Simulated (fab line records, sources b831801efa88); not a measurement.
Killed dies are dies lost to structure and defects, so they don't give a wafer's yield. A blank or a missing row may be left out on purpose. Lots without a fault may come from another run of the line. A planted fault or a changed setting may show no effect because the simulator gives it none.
Which tool did it? | flow gf180mcu | 24 lots, 72 wafers sampled, at 6 steps of a route of 602

WHAT THE GAUGES READ, wafer by wafer
GF_M4_OVL_MEAS_15. Usual: M4_OVL -1 nm, standard deviation 5.1.
lot  | measured     | on         | M4_OVL (nm) | flag
L074 | day 23 18:16 | overlay-01 | -3 7 3      |
L075 | day 24 04:52 | overlay-01 | 5 6 -2      |
L077 | day 24 06:37 | overlay-02 | 2 -3 0      |
L076 | day 24 10:47 | overlay-01 | 5 4 -6      |
L078 | day 24 22:46 | overlay-02 | 5 1 0       |
L079 | day 25 04:11 | overlay-01 | 2 9 2       |
L080 | day 25 17:08 | overlay-01 | 5 -1 1      |
L081 | day 25 20:28 | overlay-02 | -5 -2 -2    |
L082 | day 26 11:22 | overlay-02 | -8 4 -2     |
L083 | day 26 18:41 | overlay-02 | 1 -2 -2     |
L084 | day 27 00:07 | overlay-02 | -13 1 -12   |
L085 | day 27 08:34 | overlay-02 | 8 5 -1      |
L086 | day 27 15:16 | overlay-02 | -1 7 1      |
L087 | day 28 02:08 | overlay-01 | -6 -6 -8    |
L089 | day 28 14:56 | overlay-02 | 0 3 -3      |
L088 | day 28 16:41 | overlay-01 | -5 -1 -3    |
L091 | day 29 04:22 | overlay-02 | -13 -1 -7   |
L090 | day 29 05:52 | overlay-01 | -1 3 -1     |
L092 | day 29 15:11 | overlay-02 | 2 -1 -6     |
L093 | day 29 21:55 | overlay-01 | -2 -4 -9    |
L095 | day 30 01:01 | overlay-01 | -2 -9 -4    |
L094 | day 30 02:31 | overlay-02 | -9 -8 -4    |
L096 | day 30 11:28 | overlay-01 | -10 -5 2    |
L097 | day 30 19:01 | overlay-01 | 0 -6 -8     |

GF_V5_CD_MEAS_14: target cd 260 nm. Usual: cd_nm 259.7 nm, standard deviation 1.1.
lot  | measured     | on        | cd_nm (nm)        | flag
L074 | day 27 14:12 | cd_sem-02 | 259.2 258.6 260.7 |
L075 | day 27 22:34 | cd_sem-02 | 262.7 261.5 261.1 |
L077 | day 27 23:49 | cd_sem-02 | 258.3 259.0 259.0 |
L076 | day 28 04:13 | cd_sem-02 | 258.6 259.2 258.8 |
L078 | day 28 14:35 | cd_sem-01 | 258.9 259.6 260.5 |
L079 | day 28 19:05 | cd_sem-01 | 260.5 260.3 260.7 |
L080 | day 29 07:15 | cd_sem-02 | 257.9 258.1 258.7 |
L081 | day 29 10:26 | cd_sem-02 | 261.2 260.5 260.3 |
L082 | day 30 00:34 | cd_sem-02 | 260.8 261.0 259.8 |
L083 | day 30 06:46 | cd_sem-01 | 259.8 259.5 260.4 |
L084 | day 30 10:23 | cd_sem-02 | 261.1 260.9 259.8 |
L085 | day 30 19:21 | cd_sem-02 | 259.8 260.1 258.7 |
L086 | day 31 00:44 | cd_sem-02 | 258.3 258.2 258.7 |
L087 | day 31 09:44 | cd_sem-01 | 261.0 260.1 259.0 |
L089 | day 31 20:43 | cd_sem-02 | 259.9 259.0 259.4 |
L088 | day 31 22:19 | cd_sem-02 | 262.0 260.4 260.8 |
L091 | day 32 07:13 | cd_sem-01 | 260.7 260.2 260.1 |
L090 | day 32 08:47 | cd_sem-01 | 258.8 259.0 259.5 |
L092 | day 32 19:11 | cd_sem-02 | 259.4 260.1 258.7 |
L093 | day 32 23:28 | cd_sem-02 | 259.3 259.6 260.1 |
L095 | day 33 02:05 | cd_sem-02 | 257.6 258.4 256.0 |
L094 | day 33 03:47 | cd_sem-01 | 262.0 260.1 260.0 |
L096 | day 33 11:56 | cd_sem-01 | 258.7 259.1 259.3 |
L097 | day 33 17:13 | cd_sem-01 | 258.8 259.2 259.7 |

GF_V5_THK_MEAS_25: measures by xrf. Usual: V5_W_THK 352 nm, standard deviation 3.6.
lot  | measured     | on            | V5_W_THK (nm) | flag
L074 | day 27 15:25 | film_metro-03 | 354 354 358   |
L075 | day 27 23:47 | film_metro-03 | 353 353 353   |
L077 | day 28 01:03 | film_metro-01 | 350 344 349   |
L076 | day 28 05:23 | film_metro-01 | 351 352 355   |
L078 | day 28 15:46 | film_metro-03 | 354 353 355   |
L079 | day 28 20:14 | film_metro-03 | 350 350 351   |
L080 | day 29 08:26 | film_metro-01 | 353 350 357   |
L081 | day 29 11:39 | film_metro-01 | 353 354 358   |
L082 | day 30 01:44 | film_metro-03 | 358 347 349   |
L083 | day 30 07:55 | film_metro-01 | 346 351 345   |
L084 | day 30 11:34 | film_metro-01 | 350 350 351   |
L085 | day 30 20:32 | film_metro-03 | 356 355 364   |
L086 | day 31 01:55 | film_metro-01 | 351 346 350   |
L087 | day 31 10:55 | film_metro-02 | 357 352 357   |
L089 | day 31 21:53 | film_metro-03 | 358 356 354   |
L088 | day 31 23:30 | film_metro-03 | 350 347 350   |
L091 | day 32 08:23 | film_metro-03 | 355 355 350   |
L090 | day 32 09:58 | film_metro-02 | 353 353 355   |
L092 | day 32 20:23 | film_metro-01 | 354 351 352   |
L093 | day 33 00:40 | film_metro-02 | 349 351 349   |
L095 | day 33 03:16 | film_metro-01 | 353 350 351   |
L094 | day 33 04:58 | film_metro-01 | 349 351 349   |
L096 | day 33 13:14 | film_metro-03 | 358 354 355   |
L097 | day 33 18:31 | film_metro-01 | 347 347 348   |

WHICH TOOL RAN EACH LOT (tool, then ch and the chambers of the sampled wafers, then the start)
lot  | GF_V2_CVD_02                    | GF_M5_STRIP_11                       | GF_V5_SPUTTER_22
L074 | pecvd-04 ch 0,2, day 19 15:47   | plasma_asher-04 ch 0,1, day 26 16:19 | pvd_sputter-04, day 27 15:08
L075 | pecvd-01 ch 0,1,2, day 19 20:11 | plasma_asher-03 ch 0,1, day 27 01:25 | pvd_sputter-01, day 27 23:29
L077 | pecvd-01 ch 1,2, day 20 04:29   | plasma_asher-03 ch 0,1, day 27 02:04 | pvd_sputter-04, day 28 00:46
L076 | pecvd-01 ch 1,2, day 20 08:38   | plasma_asher-03 ch 0,1, day 27 06:01 | pvd_sputter-04, day 28 05:06
L078 | pecvd-04 ch 0,1,2, day 20 22:03 | plasma_asher-03 ch 0,1, day 27 17:07 | pvd_sputter-01, day 28 15:30
L079 | pecvd-01 ch 0,2, day 21 04:48   | plasma_asher-01 ch 0,1, day 27 22:40 | pvd_sputter-03, day 28 19:57
L080 | pecvd-04 ch 0,1,2, day 21 16:50 | plasma_asher-03 ch 0,1, day 28 10:50 | pvd_sputter-04, day 29 08:08
L081 | pecvd-03 ch 0,1,2, day 21 22:05 | plasma_asher-04 ch 0,1, day 28 14:16 | pvd_sputter-03, day 29 11:23
L082 | pecvd-03 ch 1,2, day 22 13:47   | plasma_asher-01 ch 0,1, day 29 03:52 | pvd_sputter-04, day 30 01:27
L083 | pecvd-01 ch 0,1,2, day 22 21:29 | plasma_asher-04 ch 0,1, day 29 10:26 | pvd_sputter-01, day 30 07:37
L084 | pecvd-03 ch 0,1,2, day 23 02:32 | plasma_asher-01 ch 0,1, day 29 14:31 | pvd_sputter-01, day 30 11:17
L085 | pecvd-03 ch 0,1, day 23 12:45   | plasma_asher-03 ch 0, day 29 23:57   | pvd_sputter-01, day 30 20:15
L086 | pecvd-01 ch 0,1,2, day 23 21:26 | plasma_asher-03 ch 0,1, day 30 05:50 | pvd_sputter-01, day 31 01:39
L087 | pecvd-04 ch 1,2, day 24 08:23   | plasma_asher-03 ch 0,1, day 30 15:23 | pvd_sputter-03, day 31 10:38
L089 | pecvd-04 ch 1,2, day 24 23:16   | plasma_asher-01 ch 0,1, day 31 02:12 | pvd_sputter-03, day 31 21:35
L088 | pecvd-03 ch 0,1,2, day 25 00:35 | plasma_asher-03 ch 0,1, day 31 04:01 | pvd_sputter-04, day 31 23:13
L091 | pecvd-01 ch 0,2, day 25 14:02   | plasma_asher-01 ch 0,1, day 31 13:36 | pvd_sputter-03, day 32 08:05
L090 | pecvd-04 ch 0,1,2, day 25 15:18 | plasma_asher-04 ch 0,1, day 31 15:07 | pvd_sputter-04, day 32 09:41
L092 | pecvd-04 ch 0,1, day 26 01:23   | plasma_asher-03 ch 0,1, day 32 00:59 | pvd_sputter-01, day 32 20:05
L093 | pecvd-01 ch 0,1, day 26 10:26   | plasma_asher-04 ch 1, day 32 06:05   | pvd_sputter-04, day 33 00:23
L095 | pecvd-01 ch 1,2, day 26 12:05   | plasma_asher-01 ch 0, day 32 08:37   | pvd_sputter-01, day 33 02:59
L094 | pecvd-04 ch 0,1,2, day 26 13:57 | plasma_asher-01 ch 0,1, day 32 10:48 | pvd_sputter-01, day 33 04:42
L096 | pecvd-04 ch 0,1, day 27 01:26   | plasma_asher-04 ch 0,1, day 32 18:46 | pvd_sputter-01, day 33 12:58
L097 | pecvd-04 ch 1,2, day 27 09:12   | plasma_asher-04 ch 0,1, day 33 01:18 | pvd_sputter-03, day 33 18:14
- GF_V2_CVD_02: deposits SiO2 from TEOS, target thk 850 nm, time 94.851 s.
- GF_M5_STRIP_11: strips in O2/N2.
- GF_V5_SPUTTER_22: material TiN, target thk 10 nm, time 40 s.

WHAT THE TOOLS THEMSELVES READ (means of the sampled wafers that have a number; where no wafer has one, the mark that the record gives instead)
GF_V2_CVD_02. Usual: heater_power_outer_w 350 W, standard deviation 52; heater_power_w 616 W, standard deviation 65.
lot  | tool     | heater_power_outer_w (W) | heater_power_w (W) | flag
L074 | pecvd-04 | 285                      | 561                |
L075 | pecvd-01 | 386                      | 675                |
L077 | pecvd-01 | 375                      | 633                |
L076 | pecvd-01 | 370                      | 656                |
L078 | pecvd-04 | 351                      | 635                |
L079 | pecvd-01 | 335                      | 622                |
L080 | pecvd-04 | 338                      | 615                |
L081 | pecvd-03 | 384                      | 613                |
L082 | pecvd-03 | 342                      | 575                |
L083 | pecvd-01 | 324                      | 569                |
L084 | pecvd-03 | 352                      | 580                |
L085 | pecvd-03 | 320                      | 574                |
L086 | pecvd-01 | 382                      | 649                |
L087 | pecvd-04 | 302                      | 577                |
L089 | pecvd-04 | 296                      | 551                |
L088 | pecvd-03 | 387                      | 634                |
L091 | pecvd-01 | 350                      | 640                |
L090 | pecvd-04 | 333                      | 587                |
L092 | pecvd-04 | 361                      | 637                |
L093 | pecvd-01 | 332                      | 590                |
L095 | pecvd-01 | 365                      | 641                |
L094 | pecvd-04 | 363                      | 661                |
L096 | pecvd-04 | 370                      | 651                |
L097 | pecvd-04 | 297                      | 552                |

GF_M5_STRIP_11. Usual: drypump_motor_current_A 5.5 A, standard deviation 0.32; heater_power_w 338 W, standard deviation 27; o2_flow_sccm 2999 sccm, standard deviation 8.9; oes_product_au 0.522 a.u., standard deviation 0.0051; strip_time_to_endpoint_s 7.02 s, standard deviation 0.049.
lot  | tool            | drypump_motor_current_A (A) | heater_power_w (W) | o2_flow_sccm (sccm) | oes_product_au (a.u.) | strip_time_to_endpoint_s (s) | flag
L074 | plasma_asher-04 | 5.9                         | 352                | 2990                | 0.520                 | 7.03                         |
L075 | plasma_asher-03 | 5.6                         | 358                | 3000                | 0.525                 | 7.08                         |
L077 | plasma_asher-03 | 5.6                         | 360                | 2999                | 0.518                 | 7.02                         |
L076 | plasma_asher-03 | 5.6                         | 351                | 3000                | 0.514                 | 6.97                         |
L078 | plasma_asher-03 | 5.6                         | 354                | 2998                | 0.524                 | 7.04                         |
L079 | plasma_asher-01 | 5.3                         | 304                | 3004                | 0.517                 | 6.93                         |
L080 | plasma_asher-03 | 5.6                         | 355                | 3002                | 0.523                 | 7.07                         |
L081 | plasma_asher-04 | 5.9                         | 355                | 3002                | 0.526                 | 7.00                         |
L082 | plasma_asher-01 | 5.2                         | 308                | 3001                | 0.522                 | 7.00                         |
L083 | plasma_asher-04 | 5.9                         | 356                | 2994                | 0.517                 | 6.98                         |
L084 | plasma_asher-01 | 5.3                         | 299                | 2994                | 0.525                 | 7.03                         |
L085 | plasma_asher-03 | 5.6                         | 345                | 3001                | 0.525                 | 7.03                         |
L086 | plasma_asher-03 | 5.6                         | 350                | 3003                | 0.522                 | 7.07                         |
L087 | plasma_asher-03 | 5.6                         | 354                | 2992                | 0.525                 | 6.98                         |
L089 | plasma_asher-01 | 5.1                         | 301                | 3001                | 0.521                 | 6.98                         |
L088 | plasma_asher-03 | 5.6                         | 356                | 2994                | 0.524                 | 7.07                         |
L091 | plasma_asher-01 | 5.2                         | 309                | 2993                | 0.523                 | 7.08                         |
L090 | plasma_asher-04 | 5.7                         | 337                | 3004                | 0.525                 | 7.03                         |
L092 | plasma_asher-03 | 5.6                         | 352                | 3000                | 0.521                 | 6.97                         |
L093 | plasma_asher-04 | 5.6                         | 326                | 2999                | 0.518                 | 7.00                         |
L095 | plasma_asher-01 | 4.9                         | 299                | 3003                | 0.521                 | 7.00                         |
L094 | plasma_asher-01 | 5.3                         | 307                | 3003                | 0.520                 | 7.03                         |
L096 | plasma_asher-04 | 5.8                         | 336                | 3001                | 0.523                 | 7.02                         |
L097 | plasma_asher-04 | 5.9                         | 351                | 2998                | 0.520                 | 7.00                         |

GF_V5_SPUTTER_22. Usual: throttle_valve_pct 29.4 %, standard deviation 1.1.
lot  | tool           | throttle_valve_pct (%) | flag
L074 | pvd_sputter-04 | 29.0                   |
L075 | pvd_sputter-01 | 28.5                   |
L077 | pvd_sputter-04 | 29.1                   |
L076 | pvd_sputter-04 | 29.3                   |
L078 | pvd_sputter-01 | 30.4                   |
L079 | pvd_sputter-03 | 29.5                   |
L080 | pvd_sputter-04 | 29.1                   |
L081 | pvd_sputter-03 | 29.9                   |
L082 | pvd_sputter-04 | 28.5                   |
L083 | pvd_sputter-01 | 29.8                   |
L084 | pvd_sputter-01 | 31.3                   |
L085 | pvd_sputter-01 | 30.6                   |
L086 | pvd_sputter-01 | 29.5                   |
L087 | pvd_sputter-03 | 29.5                   |
L089 | pvd_sputter-03 | 29.4                   |
L088 | pvd_sputter-04 | 29.1                   |
L091 | pvd_sputter-03 | 29.9                   |
L090 | pvd_sputter-04 | 29.2                   |
L092 | pvd_sputter-01 | 29.8                   |
L093 | pvd_sputter-04 | 29.2                   |
L095 | pvd_sputter-01 | 29.8                   |
L094 | pvd_sputter-01 | 28.7                   |
L096 | pvd_sputter-01 | 31.0                   |
L097 | pvd_sputter-03 | 29.2                   |

THE ANSWER, worked out from the rows above alone
Rule: a lot is off if the mean of its wafers that have a number lies more than 3 standard deviations from the usual mean. A lot without any number at a reading at which 4 lots or more have one is off too. The other lots that the step has rows for count as sound. The gauges are gone through in route order, then the tools' own readings, and for those a lot's mean is taken as printed above. The first step at which some lot is off is used, and at that step the reading that is off furthest; a lot without a number counts as furthest.
No lot is off at any reading shown: from this, nothing can be told.

WHAT THE SIMULATOR HAD PUT IN
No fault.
